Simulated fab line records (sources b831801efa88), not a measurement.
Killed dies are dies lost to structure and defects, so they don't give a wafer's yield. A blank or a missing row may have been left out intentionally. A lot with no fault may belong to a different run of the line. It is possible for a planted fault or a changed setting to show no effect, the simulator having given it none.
A sampling plan put to the test ; flow sky130 ; one fab line, 39 faults that these records tell of, each judged on the records of the lots that it struck
What counts as the plan is the set of the line's own looks, namely the steps on the route at which a gauge or an inspection reads a wafer and does not change it. A look can be judged if struck wafers have a number there and the file gives its usual mean and standard deviation on fault-free wafers. Caught: the struck wafers' mean, at a look after the fault's first step, is 4 or more of those standard deviations (sigma) away from the usual mean. On the tool: the same test on the tool's own readings at the fault's steps. It also counts as caught if the struck wafers ran another recipe or if their record alone is blank.

THE FAULTS, as the simulator had put them in
1. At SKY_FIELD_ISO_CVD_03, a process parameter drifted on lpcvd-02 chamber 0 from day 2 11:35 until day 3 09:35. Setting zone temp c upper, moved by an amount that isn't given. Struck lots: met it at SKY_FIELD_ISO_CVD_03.
2. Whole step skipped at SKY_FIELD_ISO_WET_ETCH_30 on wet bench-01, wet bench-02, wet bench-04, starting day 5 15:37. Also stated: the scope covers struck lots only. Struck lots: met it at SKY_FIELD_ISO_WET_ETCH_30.
3. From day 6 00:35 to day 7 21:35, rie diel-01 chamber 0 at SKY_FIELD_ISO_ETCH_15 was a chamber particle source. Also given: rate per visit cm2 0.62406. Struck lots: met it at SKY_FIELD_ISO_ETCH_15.
4. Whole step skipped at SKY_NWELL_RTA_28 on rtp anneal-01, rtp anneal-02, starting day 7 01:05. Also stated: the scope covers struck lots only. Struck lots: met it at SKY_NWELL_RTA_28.
5. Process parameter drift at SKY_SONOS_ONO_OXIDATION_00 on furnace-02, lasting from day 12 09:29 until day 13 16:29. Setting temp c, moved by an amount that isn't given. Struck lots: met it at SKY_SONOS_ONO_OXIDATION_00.
6. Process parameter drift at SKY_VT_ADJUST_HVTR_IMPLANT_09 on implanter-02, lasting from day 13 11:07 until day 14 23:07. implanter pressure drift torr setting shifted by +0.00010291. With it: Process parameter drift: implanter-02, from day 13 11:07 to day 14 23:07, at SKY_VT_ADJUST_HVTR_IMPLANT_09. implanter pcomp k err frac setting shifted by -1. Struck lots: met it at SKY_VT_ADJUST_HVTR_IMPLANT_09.
7. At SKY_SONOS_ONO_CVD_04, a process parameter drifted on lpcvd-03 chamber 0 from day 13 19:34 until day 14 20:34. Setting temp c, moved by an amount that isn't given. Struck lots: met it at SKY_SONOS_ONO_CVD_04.
8. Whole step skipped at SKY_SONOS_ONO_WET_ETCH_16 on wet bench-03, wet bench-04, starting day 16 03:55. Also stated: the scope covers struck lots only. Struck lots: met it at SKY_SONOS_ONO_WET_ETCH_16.
9. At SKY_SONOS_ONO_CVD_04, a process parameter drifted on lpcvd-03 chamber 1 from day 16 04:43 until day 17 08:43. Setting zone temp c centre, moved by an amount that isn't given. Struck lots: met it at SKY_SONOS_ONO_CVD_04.
10. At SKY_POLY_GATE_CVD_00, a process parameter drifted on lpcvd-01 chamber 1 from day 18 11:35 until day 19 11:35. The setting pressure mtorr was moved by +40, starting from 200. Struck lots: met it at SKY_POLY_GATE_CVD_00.
11. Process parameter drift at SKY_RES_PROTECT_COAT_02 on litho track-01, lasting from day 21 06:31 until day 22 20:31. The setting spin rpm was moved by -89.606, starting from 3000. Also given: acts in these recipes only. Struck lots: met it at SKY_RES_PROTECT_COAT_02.
12. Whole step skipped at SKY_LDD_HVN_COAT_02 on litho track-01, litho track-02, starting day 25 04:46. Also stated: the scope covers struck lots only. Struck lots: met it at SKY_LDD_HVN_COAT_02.
13. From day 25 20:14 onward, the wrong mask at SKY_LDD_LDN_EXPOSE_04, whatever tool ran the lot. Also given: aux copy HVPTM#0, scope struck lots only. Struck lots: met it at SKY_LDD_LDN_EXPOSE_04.
14. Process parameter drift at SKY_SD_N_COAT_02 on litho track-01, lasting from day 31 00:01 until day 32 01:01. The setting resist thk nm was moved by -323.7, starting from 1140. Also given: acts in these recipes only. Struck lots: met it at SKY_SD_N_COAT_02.
15. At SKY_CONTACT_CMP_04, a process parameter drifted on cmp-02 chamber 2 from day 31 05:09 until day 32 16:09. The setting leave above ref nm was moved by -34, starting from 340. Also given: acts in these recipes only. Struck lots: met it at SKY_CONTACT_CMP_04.
16. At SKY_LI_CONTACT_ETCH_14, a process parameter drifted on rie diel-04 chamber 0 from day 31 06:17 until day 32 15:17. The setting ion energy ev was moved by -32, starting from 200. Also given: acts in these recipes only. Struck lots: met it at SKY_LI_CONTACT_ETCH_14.
17. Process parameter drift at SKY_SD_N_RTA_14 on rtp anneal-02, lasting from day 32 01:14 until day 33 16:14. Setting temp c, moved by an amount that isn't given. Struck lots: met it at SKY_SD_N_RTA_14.
18. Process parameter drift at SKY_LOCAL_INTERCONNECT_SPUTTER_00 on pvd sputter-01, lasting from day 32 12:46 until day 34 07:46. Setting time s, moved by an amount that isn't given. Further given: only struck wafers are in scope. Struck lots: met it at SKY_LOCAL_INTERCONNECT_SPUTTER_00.
19. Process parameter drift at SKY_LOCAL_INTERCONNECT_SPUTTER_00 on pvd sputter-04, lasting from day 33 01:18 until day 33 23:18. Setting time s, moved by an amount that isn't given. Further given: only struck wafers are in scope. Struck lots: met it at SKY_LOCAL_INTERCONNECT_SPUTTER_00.
20. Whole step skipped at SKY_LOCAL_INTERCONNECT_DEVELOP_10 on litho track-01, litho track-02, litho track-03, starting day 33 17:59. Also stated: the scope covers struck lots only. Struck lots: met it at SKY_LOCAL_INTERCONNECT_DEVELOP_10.
21. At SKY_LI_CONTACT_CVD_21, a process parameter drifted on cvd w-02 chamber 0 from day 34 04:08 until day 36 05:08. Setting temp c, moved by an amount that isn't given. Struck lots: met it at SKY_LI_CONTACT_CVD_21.
22. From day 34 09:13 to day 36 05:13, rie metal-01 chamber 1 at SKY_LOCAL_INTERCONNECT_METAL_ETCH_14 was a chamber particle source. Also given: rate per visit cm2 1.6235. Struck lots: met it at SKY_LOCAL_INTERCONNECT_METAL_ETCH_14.
23. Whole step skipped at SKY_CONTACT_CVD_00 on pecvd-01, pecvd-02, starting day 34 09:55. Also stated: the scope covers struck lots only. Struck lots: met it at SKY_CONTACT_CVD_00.
24. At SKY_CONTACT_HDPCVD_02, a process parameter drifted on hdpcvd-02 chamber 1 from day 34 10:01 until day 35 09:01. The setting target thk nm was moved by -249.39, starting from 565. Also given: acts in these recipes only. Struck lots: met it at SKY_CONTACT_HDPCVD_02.
25. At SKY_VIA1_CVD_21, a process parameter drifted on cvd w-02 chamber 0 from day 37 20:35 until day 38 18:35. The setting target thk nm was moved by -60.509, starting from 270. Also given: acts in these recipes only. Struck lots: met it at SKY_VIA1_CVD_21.
26. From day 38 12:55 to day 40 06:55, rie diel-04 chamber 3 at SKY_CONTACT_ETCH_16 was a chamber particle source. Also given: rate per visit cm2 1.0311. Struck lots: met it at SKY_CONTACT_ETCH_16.
27. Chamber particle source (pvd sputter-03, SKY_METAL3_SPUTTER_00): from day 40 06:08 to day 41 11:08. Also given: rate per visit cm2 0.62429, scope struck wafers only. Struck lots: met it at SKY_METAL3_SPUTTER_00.
28. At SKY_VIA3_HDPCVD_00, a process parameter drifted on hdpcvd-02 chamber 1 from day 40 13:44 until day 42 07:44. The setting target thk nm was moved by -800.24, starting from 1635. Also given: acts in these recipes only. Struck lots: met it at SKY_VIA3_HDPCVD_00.
29. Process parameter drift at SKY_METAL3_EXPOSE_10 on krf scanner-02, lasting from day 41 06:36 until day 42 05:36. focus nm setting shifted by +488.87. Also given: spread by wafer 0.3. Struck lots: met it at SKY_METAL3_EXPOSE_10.
30. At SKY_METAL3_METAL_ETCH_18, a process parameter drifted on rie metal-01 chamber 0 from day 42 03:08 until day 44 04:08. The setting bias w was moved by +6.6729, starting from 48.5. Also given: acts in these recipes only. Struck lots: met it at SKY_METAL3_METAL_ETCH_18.
31. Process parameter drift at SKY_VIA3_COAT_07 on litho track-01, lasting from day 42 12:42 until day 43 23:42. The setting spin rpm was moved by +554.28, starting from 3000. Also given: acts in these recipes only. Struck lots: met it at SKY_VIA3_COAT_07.
32. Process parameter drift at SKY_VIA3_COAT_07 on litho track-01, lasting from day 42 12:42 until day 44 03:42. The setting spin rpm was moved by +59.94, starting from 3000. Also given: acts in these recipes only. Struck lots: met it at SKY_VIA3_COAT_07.
33. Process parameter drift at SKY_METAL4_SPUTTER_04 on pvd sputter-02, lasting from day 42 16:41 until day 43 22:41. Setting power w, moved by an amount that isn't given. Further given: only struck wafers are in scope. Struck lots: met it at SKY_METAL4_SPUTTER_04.
34. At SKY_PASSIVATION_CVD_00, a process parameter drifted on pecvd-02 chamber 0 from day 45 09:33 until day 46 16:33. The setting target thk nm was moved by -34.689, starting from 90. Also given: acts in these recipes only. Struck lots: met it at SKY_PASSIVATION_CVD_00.
35. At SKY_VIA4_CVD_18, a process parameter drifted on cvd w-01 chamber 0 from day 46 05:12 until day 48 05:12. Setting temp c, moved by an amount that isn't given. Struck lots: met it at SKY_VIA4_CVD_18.
36. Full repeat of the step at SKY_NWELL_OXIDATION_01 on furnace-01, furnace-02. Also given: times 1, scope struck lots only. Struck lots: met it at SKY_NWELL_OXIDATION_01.
37. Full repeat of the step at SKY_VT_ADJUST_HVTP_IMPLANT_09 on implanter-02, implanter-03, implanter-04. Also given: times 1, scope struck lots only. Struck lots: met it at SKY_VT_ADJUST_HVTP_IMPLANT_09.
38. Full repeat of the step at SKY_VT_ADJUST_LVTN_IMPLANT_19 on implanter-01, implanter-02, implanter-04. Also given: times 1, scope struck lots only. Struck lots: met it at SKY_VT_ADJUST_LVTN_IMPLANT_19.
39. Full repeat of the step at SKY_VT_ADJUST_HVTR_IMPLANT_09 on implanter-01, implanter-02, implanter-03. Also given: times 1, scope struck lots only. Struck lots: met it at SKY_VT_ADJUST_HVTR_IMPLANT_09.

WHAT THE PLAN SAW
fault;on the tool itself;first look that catches it;reading, sigma;median hours from its first step to that look;hours from the fault's start to the first struck lot there;judged looks passed uncaught
1;zone power upper pct -48 sigma;SKY_FIELD_ISO_THK_MEAS_04;FIELD_ISO_CVD_03_THK -30;1.8;4;0
2;no reading that can be judged;no look after it can be judged;-;-;-;0
3;under 2 sigma;no look after it can be judged;-;-;-;0
4;the tool's record is blank for the struck wafers;SKY_NWELL_RS_MEAS_29;NWELL_RS -99 or beyond;0.2;3;0
5;tube center temp C +65 sigma;SKY_SONOS_ONO_THK_MEAS_01;SONOS_ONO_OXIDATION_THK +4.6;1.4;4;0
6;end station pressure torr +99 or beyond sigma;SKY_VT_ADJUST_HVTR_TW_MEAS_11;VT_ADJUST_HVTR_TW +4.7;0.2;2;0
7;susceptor temp C +85 sigma;SKY_SONOS_ONO_THK_MEAS_05;SONOS_ONO_CVD_04_THK +27;2.8;22;0
8;the tool's record is blank for the struck wafers;no look after it can be judged;-;-;-;0
9;zone power centre pct +20 sigma;none of the 6 looks that can be judged after it;strongest: SONOS_ONO_CVD_04_THK at SKY_SONOS_ONO_THK_MEAS_05, +2.3;-;-;6
10;pressure mtorr +99 or beyond sigma;SKY_POLY_GATE_THK_MEAS_01;POLY_GATE_CVD_00_THK +11;1.2;1;0
11;spin speed rpm -33 sigma;no look after it can be judged;-;-;-;0
12;the tool's record is blank for the struck wafers;SKY_LDD_HVP_TW_MEAS_10;LDD_HVP_TW +99 or beyond;42.4;46;0
13;no reading that can be judged;SKY_LDD_LDN_TW_MEAS_13;LDD_LDN_TW -99 or beyond;15.2;16;0
14;no reading that can be judged;SKY_SD_N_CD_MEAS_07;cd nm +12;13.4;18;0
15;under 2 sigma;no look after it can be judged;-;-;-;0
16;under 2 sigma;no look after it can be judged;-;-;-;0
17;wafer_temp_C_max +32 sigma;SKY_SD_N_RS_MEAS_16;SD_N_RS -80;0.2;5;0
18;under 2 sigma;SKY_LOCAL_INTERCONNECT_RS_MEAS_01;LOCAL_INTERCONNECT_TIN_RS -17;0.1;0;0
19;under 2 sigma;SKY_LOCAL_INTERCONNECT_RS_MEAS_01;LOCAL_INTERCONNECT_TIN_RS +19;0.1;1;0
20;no reading that can be judged;no look after it can be judged;-;-;-;0
21;susceptor temp C +19 sigma;SKY_LI_CONTACT_THK_MEAS_23;LI_CONTACT_W_THK +4.0;0.3;4;1
22;under 2 sigma;no look after it can be judged;-;-;-;0
23;the tool's record is blank for the struck wafers;no look after it can be judged;-;-;-;0
24;no reading that can be judged;SKY_CONTACT_THK_MEAS_03;CONTACT_HDPCVD_THK -38;0.1;5;0
25;under 2 sigma;SKY_VIA1_RS_MEAS_22;VIA1_W_RS +26;0.1;5;0
26;under 2 sigma;no look after it can be judged;-;-;-;0
27;under 2 sigma;no look after it can be judged;-;-;-;0
28;no reading that can be judged;SKY_VIA3_THK_MEAS_01;VIA3_HDPCVD_THK -50;0.2;25;0
29;under 2 sigma;SKY_METAL3_CD_MEAS_13;cd nm -66;12.3;16;0
30;bias w +44 sigma;no look after it can be judged;-;-;-;0
31;spin speed rpm +99 or beyond sigma;no look after it can be judged;-;-;-;0
32;spin speed rpm +23 sigma;none of the 2 looks that can be judged after it;-;-;-;2
33;cathode dc power W -99 or beyond sigma;no look after it can be judged;-;-;-;0
34;under 2 sigma;SKY_PASSIVATION_THK_MEAS_01;PASSIVATION_CVD_00_THK -35;0.0;26;0
35;susceptor temp C +99 or beyond sigma;SKY_VIA4_RS_MEAS_19;VIA4_W_RS -30;0.2;1;0
36;under 2 sigma;SKY_NWELL_THK_MEAS_02;NWELL_OXIDATION_THK +28;3.2;-;0
37;no reading that can be judged;SKY_VT_ADJUST_HVTP_TW_MEAS_11;VT_ADJUST_HVTP_TW +21;0.6;-;0
38;no reading that can be judged;SKY_VT_ADJUST_LVTN_TW_MEAS_21;VT_ADJUST_LVTN_2_TW +14;0.6;-;0
39;no reading that can be judged;SKY_VT_ADJUST_HVTR_TW_MEAS_11;VT_ADJUST_HVTR_TW +16;0.7;-;0
Dash: fault not caught, or number not given in these records.

Caught at a look: 23 of 39. Caught on the tool: 18 of 39. By one or the other: 31 of 39.
Caught on the tool alone: faults 8, 9, 11, 23, 30, 31, 32, 33.
Caught at a look alone: faults 13, 14, 18, 19, 24, 25, 28, 29, 34, 36, 37, 38, 39.
Caught by neither: faults 2, 3, 15, 16, 20, 22, 26, 27.

THINNER SAMPLING
If the look that catches a fault measured only every second or every third lot, by lot number, the first struck lot would be measured this late in the worst case:
fault;struck lots at that look, in order of time;every lot;every second lot;every third lot
1;L180, L181, L182;4 h;9 h;13 h
4;L423, L424, L425;3 h;11 h;15 h
5;L277, L278, L280;4 h;14 h;may miss all 3
6;L585, L586;2 h;14 h;may miss all 2
7;L957;22 h;may miss it;may miss it
10;L944, L945, L946;1 h;2 h;15 h
12;L523, L525, L524;46 h;100 h;100 h
13;L919;16 h;may miss it;may miss it
14;L482, L483;18 h;20 h;may miss all 2
17;L647, L650;5 h;27 h;may miss all 2
18;L471, L478;0 h;23 h;may miss all 2
19;L709, L710;1 h;11 h;may miss all 2
21;L331, L333;4 h;may miss all 2;may miss all 2
24;L612, L613;5 h;18 h;may miss all 2
25;L265, L267;5 h;may miss all 2;may miss all 2
28;L881, L882;25 h;27 h;may miss all 2
29;L194, L196;16 h;may miss all 2;may miss all 2
34;L280, L283;26 h;27 h;may miss all 2
35;L753, L755;1 h;may miss all 2;may miss all 2
Hours: fault start to first struck lot measured. The limit of 4 sigma was tested on all struck wafers together, so one lot alone may lie under it. Other struck lots may not be in these records.

THE LONGEST TIMED WAY FROM STEP TO LOOK
Fault 12: the median time between SKY_LDD_HVN_COAT_02 and SKY_LDD_HVP_TW_MEAS_10 is 42.4 hours. No look between them can be judged.
